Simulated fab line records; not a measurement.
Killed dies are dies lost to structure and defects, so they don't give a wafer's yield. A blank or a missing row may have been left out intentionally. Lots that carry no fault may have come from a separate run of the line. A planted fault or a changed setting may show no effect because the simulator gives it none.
Which tool was responsible? || flow gf180mcu || 39 wafers from 13 lots sampled at 5 of the route's 602 steps

== WHAT EACH GAUGE READ, for each wafer ==
GF_M4_RS_MEAS_05: the measuring method here is four-point-probe. Usual: M4_ALCU_RS 0.0697 ohm/sq, standard deviation 0.00084.
{"lot": "L957", "measured": "day 22 08:24", "on": "film_metro-02", "M4_ALCU_RS (ohm/sq)": "0.0702 0.0704 0.0695", "flag": ""}
{"lot": "L958", "measured": "day 22 16:08", "on": "film_metro-02", "M4_ALCU_RS (ohm/sq)": "0.0697 0.0694 0.0689", "flag": ""}
{"lot": "L962", "measured": "day 24 06:07", "on": "film_metro-01", "M4_ALCU_RS (ohm/sq)": "0.0703 0.0695 0.0697", "flag": ""}
{"lot": "L963", "measured": "day 24 14:41", "on": "film_metro-01", "M4_ALCU_RS (ohm/sq)": "0.0696 0.0702 0.0704", "flag": ""}
{"lot": "L964", "measured": "day 25 00:57", "on": "film_metro-02", "M4_ALCU_RS (ohm/sq)": "0.0715 0.0694 0.0714", "flag": ""}
{"lot": "L965", "measured": "day 25 11:31", "on": "film_metro-04", "M4_ALCU_RS (ohm/sq)": "0.0685 0.0700 0.0699", "flag": ""}
{"lot": "L966", "measured": "day 25 17:58", "on": "film_metro-01", "M4_ALCU_RS (ohm/sq)": "0.0694 0.0685 0.0688", "flag": ""}
{"lot": "L969", "measured": "day 26 13:11", "on": "film_metro-01", "M4_ALCU_RS (ohm/sq)": "0.0682 0.0697 0.0688", "flag": ""}
{"lot": "L971", "measured": "day 27 07:02", "on": "film_metro-02", "M4_ALCU_RS (ohm/sq)": "0.0701 0.0705 0.0714", "flag": ""}
{"lot": "L977", "measured": "day 28 22:20", "on": "film_metro-02", "M4_ALCU_RS (ohm/sq)": "0.0688 0.0694 0.0692", "flag": ""}
{"lot": "L978", "measured": "day 29 05:20", "on": "film_metro-01", "M4_ALCU_RS (ohm/sq)": "0.0697 0.0702 0.0703", "flag": ""}
{"lot": "L979", "measured": "day 29 09:16", "on": "film_metro-02", "M4_ALCU_RS (ohm/sq)": "0.0699 0.0708 0.0698", "flag": ""}
{"lot": "L980", "measured": "day 29 22:13", "on": "film_metro-02", "M4_ALCU_RS (ohm/sq)": "0.0693 0.0690 0.0696", "flag": ""}

GF_M4_CD_MEAS_14: target cd 280 nm. Usual: 280.3 nm for cd_nm, sd 1.1.
{"lot": "L957", "measured": "day 23 06:46", "on": "cd_sem-02", "cd_nm (nm)": "281.5 281.7 281.5", "flag": ""}
{"lot": "L958", "measured": "day 23 15:05", "on": "cd_sem-01", "cd_nm (nm)": "280.4 280.6 278.8", "flag": ""}
{"lot": "L962", "measured": "day 25 03:52", "on": "cd_sem-02", "cd_nm (nm)": "281.1 281.2 282.2", "flag": ""}
{"lot": "L963", "measured": "day 25 11:33", "on": "cd_sem-01", "cd_nm (nm)": "280.7 280.5 281.4", "flag": ""}
{"lot": "L964", "measured": "day 25 21:33", "on": "cd_sem-01", "cd_nm (nm)": "278.7 279.0 279.4", "flag": ""}
{"lot": "L965", "measured": "day 26 08:14", "on": "cd_sem-01", "cd_nm (nm)": "282.1 283.4 282.7", "flag": ""}
{"lot": "L966", "measured": "day 26 15:11", "on": "cd_sem-02", "cd_nm (nm)": "280.4 280.7 280.4", "flag": ""}
{"lot": "L969", "measured": "day 27 09:24", "on": "cd_sem-02", "cd_nm (nm)": "296.5 297.1 298.7", "flag": "OFF"}
{"lot": "L971", "measured": "day 28 02:58", "on": "cd_sem-02", "cd_nm (nm)": "293.0 294.9 293.2", "flag": "OFF"}
{"lot": "L977", "measured": "day 29 17:09", "on": "cd_sem-01", "cd_nm (nm)": "279.2 279.7 279.5", "flag": ""}
{"lot": "L978", "measured": "day 30 00:03", "on": "cd_sem-02", "cd_nm (nm)": "280.2 280.7 280.3", "flag": ""}
{"lot": "L979", "measured": "day 30 03:44", "on": "cd_sem-02", "cd_nm (nm)": "279.3 280.4 280.5", "flag": ""}
{"lot": "L980", "measured": "day 30 14:59", "on": "cd_sem-02", "cd_nm (nm)": "278.7 279.2 278.9", "flag": ""}

== WHICH TOOL RAN EACH LOT (tool, then ch and the chambers of the sampled wafers, then the start) ==
{"lot": "L957", "GF_V3_SPUTTER_22": "pvd_sputter-03, day 22 07:32", "GF_M4_SPUTTER_00": "pvd_sputter-01, day 22 08:10", "GF_M4_SOFTBAKE_10": "litho_track-01 ch 0, day 22 19:41"}
{"lot": "L958", "GF_V3_SPUTTER_22": "pvd_sputter-03, day 22 15:17", "GF_M4_SPUTTER_00": "pvd_sputter-03, day 22 15:55", "GF_M4_SOFTBAKE_10": "litho_track-03 ch 0, day 23 03:36"}
{"lot": "L962", "GF_V3_SPUTTER_22": "pvd_sputter-04, day 24 05:14", "GF_M4_SPUTTER_00": "pvd_sputter-01, day 24 05:52", "GF_M4_SOFTBAKE_10": "litho_track-04 ch 0, day 24 16:58"}
{"lot": "L963", "GF_V3_SPUTTER_22": "pvd_sputter-01, day 24 13:50", "GF_M4_SPUTTER_00": "pvd_sputter-02, day 24 14:28", "GF_M4_SOFTBAKE_10": "litho_track-01 ch 0, day 25 01:12"}
{"lot": "L964", "GF_V3_SPUTTER_22": "pvd_sputter-01, day 25 00:05", "GF_M4_SPUTTER_00": "pvd_sputter-03, day 25 00:44", "GF_M4_SOFTBAKE_10": "litho_track-04 ch 0, day 25 11:29"}
{"lot": "L965", "GF_V3_SPUTTER_22": "pvd_sputter-01, day 25 10:35", "GF_M4_SPUTTER_00": "pvd_sputter-01, day 25 11:14", "GF_M4_SOFTBAKE_10": "litho_track-04 ch 0, day 25 21:41"}
{"lot": "L966", "GF_V3_SPUTTER_22": "pvd_sputter-04, day 25 17:05", "GF_M4_SPUTTER_00": "pvd_sputter-01, day 25 17:43", "GF_M4_SOFTBAKE_10": "litho_track-04 ch 0, day 26 04:32"}
{"lot": "L969", "GF_V3_SPUTTER_22": "pvd_sputter-04, day 26 12:20", "GF_M4_SPUTTER_00": "pvd_sputter-03, day 26 12:58", "GF_M4_SOFTBAKE_10": "litho_track-04 ch 0, day 26 23:05"}
{"lot": "L971", "GF_V3_SPUTTER_22": "pvd_sputter-03, day 27 06:08", "GF_M4_SPUTTER_00": "pvd_sputter-01, day 27 06:46", "GF_M4_SOFTBAKE_10": "litho_track-04 ch 0, day 27 16:49"}
{"lot": "L977", "GF_V3_SPUTTER_22": "pvd_sputter-03, day 28 21:29", "GF_M4_SPUTTER_00": "pvd_sputter-03, day 28 22:07", "GF_M4_SOFTBAKE_10": "litho_track-01 ch 0, day 29 07:30"}
{"lot": "L978", "GF_V3_SPUTTER_22": "pvd_sputter-03, day 29 04:29", "GF_M4_SPUTTER_00": "pvd_sputter-01, day 29 05:07", "GF_M4_SOFTBAKE_10": "litho_track-01 ch 0, day 29 14:42"}
{"lot": "L979", "GF_V3_SPUTTER_22": "pvd_sputter-03, day 29 08:23", "GF_M4_SPUTTER_00": "pvd_sputter-01, day 29 09:01", "GF_M4_SOFTBAKE_10": "litho_track-03 ch 0, day 29 18:42"}
{"lot": "L980", "GF_V3_SPUTTER_22": "pvd_sputter-01, day 29 19:16", "GF_M4_SPUTTER_00": "pvd_sputter-01, day 29 21:59", "GF_M4_SOFTBAKE_10": "litho_track-03 ch 0, day 30 06:06"}
- GF_V3_SPUTTER_22: material TiN, target thk 10 nm, time 40 s.
- GF_M4_SPUTTER_00: material Ti, target thk 37.5 nm, time 150 s.
- GF_M4_SOFTBAKE_10: time 60 s.

== AS READ BY THE TOOLS THEMSELVES (means over the sampled wafers that have a number; for cases with no such wafer, the mark the record gives instead) ==
GF_V3_SPUTTER_22. Usual: 30.0 % for throttle_valve_pct, sd 0.96.
{"lot": "L957", "tool": "pvd_sputter-03", "throttle_valve_pct (%)": 30.5, "flag": ""}
{"lot": "L958", "tool": "pvd_sputter-03", "throttle_valve_pct (%)": 30.1, "flag": ""}
{"lot": "L962", "tool": "pvd_sputter-04", "throttle_valve_pct (%)": 30.7, "flag": ""}
{"lot": "L963", "tool": "pvd_sputter-01", "throttle_valve_pct (%)": 29.7, "flag": ""}
{"lot": "L964", "tool": "pvd_sputter-01", "throttle_valve_pct (%)": 30.1, "flag": ""}
{"lot": "L965", "tool": "pvd_sputter-01", "throttle_valve_pct (%)": 29.5, "flag": ""}
{"lot": "L966", "tool": "pvd_sputter-04", "throttle_valve_pct (%)": 29.7, "flag": ""}
{"lot": "L969", "tool": "pvd_sputter-04", "throttle_valve_pct (%)": 30.4, "flag": ""}
{"lot": "L971", "tool": "pvd_sputter-03", "throttle_valve_pct (%)": 30.3, "flag": ""}
{"lot": "L977", "tool": "pvd_sputter-03", "throttle_valve_pct (%)": 30.1, "flag": ""}
{"lot": "L978", "tool": "pvd_sputter-03", "throttle_valve_pct (%)": 30.3, "flag": ""}
{"lot": "L979", "tool": "pvd_sputter-03", "throttle_valve_pct (%)": 30.8, "flag": ""}
{"lot": "L980", "tool": "pvd_sputter-01", "throttle_valve_pct (%)": 29.5, "flag": ""}

GF_M4_SPUTTER_00. Usual: 29.7 % for throttle_valve_pct, sd 0.96.
{"lot": "L957", "tool": "pvd_sputter-01", "throttle_valve_pct (%)": 29.8, "flag": ""}
{"lot": "L958", "tool": "pvd_sputter-03", "throttle_valve_pct (%)": 31.2, "flag": ""}
{"lot": "L962", "tool": "pvd_sputter-01", "throttle_valve_pct (%)": 29.0, "flag": ""}
{"lot": "L963", "tool": "pvd_sputter-02", "throttle_valve_pct (%)": 28.7, "flag": ""}
{"lot": "L964", "tool": "pvd_sputter-03", "throttle_valve_pct (%)": 30.4, "flag": ""}
{"lot": "L965", "tool": "pvd_sputter-01", "throttle_valve_pct (%)": 29.8, "flag": ""}
{"lot": "L966", "tool": "pvd_sputter-01", "throttle_valve_pct (%)": 29.4, "flag": ""}
{"lot": "L969", "tool": "pvd_sputter-03", "throttle_valve_pct (%)": 30.2, "flag": ""}
{"lot": "L971", "tool": "pvd_sputter-01", "throttle_valve_pct (%)": 29.7, "flag": ""}
{"lot": "L977", "tool": "pvd_sputter-03", "throttle_valve_pct (%)": 29.9, "flag": ""}
{"lot": "L978", "tool": "pvd_sputter-01", "throttle_valve_pct (%)": 29.8, "flag": ""}
{"lot": "L979", "tool": "pvd_sputter-01", "throttle_valve_pct (%)": 29.2, "flag": ""}
{"lot": "L980", "tool": "pvd_sputter-01", "throttle_valve_pct (%)": 29.2, "flag": ""}

GF_M4_SOFTBAKE_10. Usual: heater_power_total_W 93.05 W, standard deviation 0.056; plate_temp_C 130.00 C, standard deviation 0.14.
{"lot": "L957", "tool": "litho_track-01", "heater_power_total_W (W)": 93.05, "plate_temp_C (C)": 129.87, "flag": ""}
{"lot": "L958", "tool": "litho_track-03", "heater_power_total_W (W)": 93.04, "plate_temp_C (C)": 129.91, "flag": ""}
{"lot": "L962", "tool": "litho_track-04", "heater_power_total_W (W)": 93.05, "plate_temp_C (C)": 130.01, "flag": ""}
{"lot": "L963", "tool": "litho_track-01", "heater_power_total_W (W)": 93.10, "plate_temp_C (C)": 129.92, "flag": ""}
{"lot": "L964", "tool": "litho_track-04", "heater_power_total_W (W)": 93.02, "plate_temp_C (C)": 129.93, "flag": ""}
{"lot": "L965", "tool": "litho_track-04", "heater_power_total_W (W)": 93.07, "plate_temp_C (C)": 129.92, "flag": ""}
{"lot": "L966", "tool": "litho_track-04", "heater_power_total_W (W)": 93.02, "plate_temp_C (C)": 129.95, "flag": ""}
{"lot": "L969", "tool": "litho_track-04", "heater_power_total_W (W)": 86.52, "plate_temp_C (C)": 122.89, "flag": "OFF"}
{"lot": "L971", "tool": "litho_track-04", "heater_power_total_W (W)": 86.50, "plate_temp_C (C)": 123.01, "flag": "OFF"}
{"lot": "L977", "tool": "litho_track-01", "heater_power_total_W (W)": 93.07, "plate_temp_C (C)": 130.08, "flag": ""}
{"lot": "L978", "tool": "litho_track-01", "heater_power_total_W (W)": 93.09, "plate_temp_C (C)": 130.02, "flag": ""}
{"lot": "L979", "tool": "litho_track-03", "heater_power_total_W (W)": 93.08, "plate_temp_C (C)": 130.03, "flag": ""}
{"lot": "L980", "tool": "litho_track-03", "heater_power_total_W (W)": 92.99, "plate_temp_C (C)": 129.86, "flag": ""}

== THE ANSWER, worked out from the rows above alone ==
Rule: take the mean of a lot's wafers that have a number; if it is more than 3 standard deviations from the usual mean, the lot is off. A lot without any number at a reading at which 4 lots or more have one is off too. The other lots that the step has rows for count as sound. The gauges are gone through in route order, then the tools' own readings, and for those a lot's mean is taken as printed above. The first step at which some lot is off is used, and at that step the reading that is off furthest; a lot without a number counts as furthest.
Off: L969, L971 (GF_M4_CD_MEAS_14, cd_nm).
A tool fits if, at a process step before that reading, it ran every lot that is off, and no sound lot after the first of them. Not tried: the gauges at GF_M4_CD_MEAS_14; whatever is off there is also off at GF_M4_SOFTBAKE_10, on other tools, and gauge error can't account for it. One fits: GF_M4_SOFTBAKE_10 on litho_track-04. Its last sound lot is L966 (day 26 04:32), its first lot that is off L969 (day 26 23:05): a fault that began between those two fits.
The tool's own readings at GF_M4_SOFTBAKE_10 bear it out: on the lots that are off they differ by more than 5 times the standard deviation of the sound lots' means. heater_power_total_W reads 86.51 W there against 93.05 W on the sound lots; plate_temp_C reads 122.95 C there against 129.95 C on the sound lots.

== WHAT HAD BEEN PUT IN BY THE SIMULATOR ==
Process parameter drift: litho_track-04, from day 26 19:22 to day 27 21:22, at GF_M4_SOFTBAKE_10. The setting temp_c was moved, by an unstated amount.
Lots struck among those shown: L969, L971. Same finding as the rule above.
